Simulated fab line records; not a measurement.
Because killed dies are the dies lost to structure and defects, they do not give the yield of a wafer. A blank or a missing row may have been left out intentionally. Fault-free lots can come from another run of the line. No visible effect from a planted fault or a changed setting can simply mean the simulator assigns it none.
Problem report, 8D (eight disciplines) form, completed by code + flow sky130 + the parts of the form that need people (team, actions taken, sign-off) are left out

== 1. PROBLEM STATEMENT ==
Mean CONTACT_CVD_00_THK at SKY_CONTACT_THK_MEAS_01: 120.5 nm over 3 wafers in 2 lots; fault-free wafers: 75.2 nm, standard deviation 1.1. That puts it +41 standard deviations away from the usual mean.
First seen on wafer L842.2, day 34 11:22, on film metro-02. The record holds 33 wafers of 11 lots with a number at this step. Rule for "out" (also "out of limits"): further than 4 standard deviations from the usual mean. The rest of the wafers with a number are treated as sound.

== 2. WHAT IT IS AND WHAT IT IS NOT ==
| question                    | is                           | is not                                                                                 |
|-----------------------------|------------------------------|----------------------------------------------------------------------------------------|
| which readings at this step | CONTACT_CVD_00_THK           | -                                                                                      |
| which lots                  | L842, L844                   | L829, L830, L832, L833, L836, L837, L846, L850, L852                                   |
| which wafers of those lots  | L842.2, L842.3, L844.3       | L842.4, L844.4, L844.5                                                                 |
| read on which gauges        | film metro-01, film metro-02 | film metro-03                                                                          |
| when                        | from day 34 11:22            | up to then (19 sound wafers); but 11 sound wafers of L844, L846, L850, L852 came after |

== 3. WHAT RULES OUT EACH SUSPECT ==
Counting: if a tool at a process step up to the reading ran every lot that is out, it stays a suspect. Sound lots after the first of them don't rule it out here, since some wafers of a struck lot are sound.
- the gauge at SKY_CONTACT_THK_MEAS_01 is ruled out. Those wafers that are out were read across 2 gauges (film metro-01, film metro-02).
- pecvd-04 at SKY_CONTACT_CVD_00 (deposits Si3N4, target thk 75 nm): kept. It processed each lot that is out (first: L842, day 34 11:20); up to then, its last sound lot is L837 (day 33 07:56).
Remaining after the count: pecvd-04 at SKY_CONTACT_CVD_00.

== 4. THE CAUSE (what the simulator had put in) ==
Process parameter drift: pecvd-04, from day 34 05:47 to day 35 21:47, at SKY_CONTACT_CVD_00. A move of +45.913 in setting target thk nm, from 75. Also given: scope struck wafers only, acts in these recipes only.
After counting, this tool was the only one left.

== 5. THE CHAIN OF EFFECTS, in route order ==
Each row: a reading where the mean over the struck wafers with a number is more than 3 standard deviations away from the usual. Only readings for which the record gives a usual standard deviation are gone through. hours: the time from each lot's start at the first step in this table that gives one to its start at this step, as a median over the lots. sigmas: the change in usual standard deviations.
| hours | step                    | reading            | usual      | on struck wafers | change | sigmas |
|-------|-------------------------|--------------------|------------|------------------|--------|--------|
| 0     | SKY_CONTACT_THK_MEAS_01 | CONTACT_CVD_00_THK | 75.2 nm    | 120.5            | +45.3  | +41    |
| -     | SKY_CONTACT_ETCH_18     | oes product au     | 0.856 a.u. | 1.001            | +0.145 | +19    |
| -     | SKY_CONTACT_ETCH_18     | throttle valve pct | 8.795 %    | 8.829            | +0.034 | +3.4   |
| 341   | SKY_PAD_OPEN_PROBE_99   | killed at contacts | 25         | 431              | +406   | +80    |
| 341   | SKY_PAD_OPEN_PROBE_99   | killed dies        | 86         | 492              | +406   | +49    |
| 341   | SKY_PAD_OPEN_PROBE_99   | killed on rim      | 17         | 96               | +79    | +21    |
Here are the process steps it includes:
- SKY_CONTACT_ETCH_18: etches Si3N4 in CHF3/O2, stops on TiN, time 39 s, target depth 75 nm.
- SKY_PAD_OPEN_PROBE_99

== 6. WHAT WOULD HAVE CAUGHT IT SOONER ==
In this record the first reading out of limits at a measuring or inspecting step was taken at day 34 11:22, 6 hours after the fault began at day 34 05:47.
An alarm limit of 4 standard deviations would not have fired on the tool readings at SKY_CONTACT_CVD_00 for which the record gives a usual standard deviation, since none of them was out on any struck wafer.
Lots out: 2; of these, L844 started SKY_CONTACT_CVD_00 on pecvd-04 after day 34 11:22. Holding the tool at that time would have saved it.
